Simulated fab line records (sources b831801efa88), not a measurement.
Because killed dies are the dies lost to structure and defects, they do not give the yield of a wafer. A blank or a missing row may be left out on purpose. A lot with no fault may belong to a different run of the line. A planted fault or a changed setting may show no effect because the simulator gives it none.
Lot-split experiment || flow sfq line || 5 lots, 23 wafers read, on a route of 325 steps

## THE SPLIT ITSELF
At SFQ_TRILAYER_L0_VIA_LITHO_COAT_018 (resist thk 62 nm), the setting spin rpm was moved away from the recipe's 3000 rpm on 7 of the 23 wafers read, by -6.4% to +7.1%. For the rest of the wafers, this setting stayed at what the recipe calls for.

The reading is taken at the split's own step.

## THE READING
BARC_of_TRILAYER_L0_VIA_LITHO_COAT_018.thk nm (the simulator's own value, which no gauge read), in nm, at SFQ_TRILAYER_L0_VIA_LITHO_COAT_018 (resist thk 62 nm). No usual value for it is given in the file. Across the 16 wafers here that went through the recipe, the average is 61.80 nm and the standard deviation 0.18 nm.

{"wafer": "L074.4", "tool, chamber at the split": "litho track-02, 0", "spin rpm as run, rpm": 3000, "against the recipe": "recipe", "BARC_of_TRILAYER_L0_VIA_LITHO_COAT_018.thk nm, nm": 61.99, "against lot-mates on the recipe": "-"}
{"wafer": "L074.5", "tool, chamber at the split": "litho track-02, 0", "spin rpm as run, rpm": 3000, "against the recipe": "recipe", "BARC_of_TRILAYER_L0_VIA_LITHO_COAT_018.thk nm, nm": 61.77, "against lot-mates on the recipe": "-"}
{"wafer": "L074.6", "tool, chamber at the split": "litho track-02, 0", "spin rpm as run, rpm": 3000, "against the recipe": "recipe", "BARC_of_TRILAYER_L0_VIA_LITHO_COAT_018.thk nm, nm": 61.6, "against lot-mates on the recipe": "-"}
{"wafer": "L076.1", "tool, chamber at the split": "litho track-02, 0", "spin rpm as run, rpm": 3213, "against the recipe": "+7.1%", "BARC_of_TRILAYER_L0_VIA_LITHO_COAT_018.thk nm, nm": 59.75, "against lot-mates on the recipe": -2.10}
{"wafer": "L076.2", "tool, chamber at the split": "litho track-02, 0", "spin rpm as run, rpm": 3000, "against the recipe": "recipe", "BARC_of_TRILAYER_L0_VIA_LITHO_COAT_018.thk nm, nm": 61.86, "against lot-mates on the recipe": "-"}
{"wafer": "L076.3", "tool, chamber at the split": "litho track-02, 0", "spin rpm as run, rpm": 3213, "against the recipe": "+7.1%", "BARC_of_TRILAYER_L0_VIA_LITHO_COAT_018.thk nm, nm": 59.74, "against lot-mates on the recipe": -2.11}
{"wafer": "L076.4", "tool, chamber at the split": "litho track-02, 0", "spin rpm as run, rpm": 3000, "against the recipe": "recipe", "BARC_of_TRILAYER_L0_VIA_LITHO_COAT_018.thk nm, nm": 61.74, "against lot-mates on the recipe": "-"}
{"wafer": "L076.6", "tool, chamber at the split": "litho track-02, 0", "spin rpm as run, rpm": 3000, "against the recipe": "recipe", "BARC_of_TRILAYER_L0_VIA_LITHO_COAT_018.thk nm, nm": 61.95, "against lot-mates on the recipe": "-"}
{"wafer": "L080.1", "tool, chamber at the split": "litho track-04, 0", "spin rpm as run, rpm": 3000, "against the recipe": "recipe", "BARC_of_TRILAYER_L0_VIA_LITHO_COAT_018.thk nm, nm": 61.83, "against lot-mates on the recipe": "-"}
{"wafer": "L080.2", "tool, chamber at the split": "litho track-04, 0", "spin rpm as run, rpm": 2809, "against the recipe": "-6.4%", "BARC_of_TRILAYER_L0_VIA_LITHO_COAT_018.thk nm, nm": 63.93, "against lot-mates on the recipe": "+1.99"}
{"wafer": "L080.4", "tool, chamber at the split": "litho track-04, 0", "spin rpm as run, rpm": 3000, "against the recipe": "recipe", "BARC_of_TRILAYER_L0_VIA_LITHO_COAT_018.thk nm, nm": 62, "against lot-mates on the recipe": "-"}
{"wafer": "L080.5", "tool, chamber at the split": "litho track-04, 0", "spin rpm as run, rpm": 3000, "against the recipe": "recipe", "BARC_of_TRILAYER_L0_VIA_LITHO_COAT_018.thk nm, nm": 61.98, "against lot-mates on the recipe": "-"}
{"wafer": "L080.6", "tool, chamber at the split": "litho track-04, 0", "spin rpm as run, rpm": 2809, "against the recipe": "-6.4%", "BARC_of_TRILAYER_L0_VIA_LITHO_COAT_018.thk nm, nm": 64.11, "against lot-mates on the recipe": "+2.17"}
{"wafer": "L084.2", "tool, chamber at the split": "litho track-01, 0", "spin rpm as run, rpm": 3152, "against the recipe": "+5.1%", "BARC_of_TRILAYER_L0_VIA_LITHO_COAT_018.thk nm, nm": 60.21, "against lot-mates on the recipe": -1.73}
{"wafer": "L084.3", "tool, chamber at the split": "litho track-01, 0", "spin rpm as run, rpm": 3152, "against the recipe": "+5.1%", "BARC_of_TRILAYER_L0_VIA_LITHO_COAT_018.thk nm, nm": 60.32, "against lot-mates on the recipe": -1.62}
{"wafer": "L084.4", "tool, chamber at the split": "litho track-01, 0", "spin rpm as run, rpm": 3000, "against the recipe": "recipe", "BARC_of_TRILAYER_L0_VIA_LITHO_COAT_018.thk nm, nm": 61.92, "against lot-mates on the recipe": "-"}
{"wafer": "L084.5", "tool, chamber at the split": "litho track-01, 0", "spin rpm as run, rpm": 3000, "against the recipe": "recipe", "BARC_of_TRILAYER_L0_VIA_LITHO_COAT_018.thk nm, nm": 61.97, "against lot-mates on the recipe": "-"}
{"wafer": "L084.6", "tool, chamber at the split": "litho track-01, 0", "spin rpm as run, rpm": 3152, "against the recipe": "+5.1%", "BARC_of_TRILAYER_L0_VIA_LITHO_COAT_018.thk nm, nm": 60.28, "against lot-mates on the recipe": -1.66}
{"wafer": "L085.1", "tool, chamber at the split": "litho track-01, 0", "spin rpm as run, rpm": 3000, "against the recipe": "recipe", "BARC_of_TRILAYER_L0_VIA_LITHO_COAT_018.thk nm, nm": 61.64, "against lot-mates on the recipe": "-"}
{"wafer": "L085.2", "tool, chamber at the split": "litho track-01, 0", "spin rpm as run, rpm": 3000, "against the recipe": "recipe", "BARC_of_TRILAYER_L0_VIA_LITHO_COAT_018.thk nm, nm": 61.3, "against lot-mates on the recipe": "-"}
{"wafer": "L085.3", "tool, chamber at the split": "litho track-01, 0", "spin rpm as run, rpm": 3000, "against the recipe": "recipe", "BARC_of_TRILAYER_L0_VIA_LITHO_COAT_018.thk nm, nm": 61.87, "against lot-mates on the recipe": "-"}
{"wafer": "L085.5", "tool, chamber at the split": "litho track-01, 0", "spin rpm as run, rpm": 3000, "against the recipe": "recipe", "BARC_of_TRILAYER_L0_VIA_LITHO_COAT_018.thk nm, nm": 61.74, "against lot-mates on the recipe": "-"}
{"wafer": "L085.6", "tool, chamber at the split": "litho track-01, 0", "spin rpm as run, rpm": 3000, "against the recipe": "recipe", "BARC_of_TRILAYER_L0_VIA_LITHO_COAT_018.thk nm, nm": 61.69, "against lot-mates on the recipe": "-"}

THE FIT
A straight line over all 23 wafers: BARC_of_TRILAYER_L0_VIA_LITHO_COAT_018.thk nm changes by -0.315 nm for each +1% of spin rpm; r = -0.99; the points scatter about the line by 0.18 nm.
The same after taking each lot's own level away (the mean of its wafers on the recipe; 23 wafers): -0.317 nm for each +1%; r = -0.99; scatter 0.14 nm.
The reading moves by 2.2 nm for the largest change in spin rpm, on that fit.
Across the lots, their own levels run from 61.648 to 61.945 nm, a range of 1.6 times the standard deviation given above.
The two slopes agree, so the slope changes little with the lot-to-lot level.
Check: with one of the wafers moved furthest among these (+7.1%) left out of the fit, the line predicts -2.28 nm for it against its lot-mates. Against them it came out at -2.1 nm.

## ADDITIONAL SPLITS CARRIED BY THESE WAFERS
Before the reading, these wafers also passed through other splits. Each is held against what the fit with the lots' levels taken away leaves over:
{"other split on the same wafers": "SFQ_TRILAYER_L0_DEP_SPUTTER_003 time s", "wafers away from the commonest value": 11, "r with BARC_of_TRILAYER_L0_VIA_LITHO_COAT_018.thk nm (lot level and that fit taken away)": -0.09}
{"other split on the same wafers": "SFQ_TRILAYER_L0_BARC_OPEN_METAL_ETCH_010 icp w", "wafers away from the commonest value": 8, "r with BARC_of_TRILAYER_L0_VIA_LITHO_COAT_018.thk nm (lot level and that fit taken away)": -0.21}

## FILE'S OWN FIT
BARC_of_TRILAYER_L0_VIA_LITHO_COAT_018.thk nm changes by -0.314 nm for each +1% of spin rpm, r = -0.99.
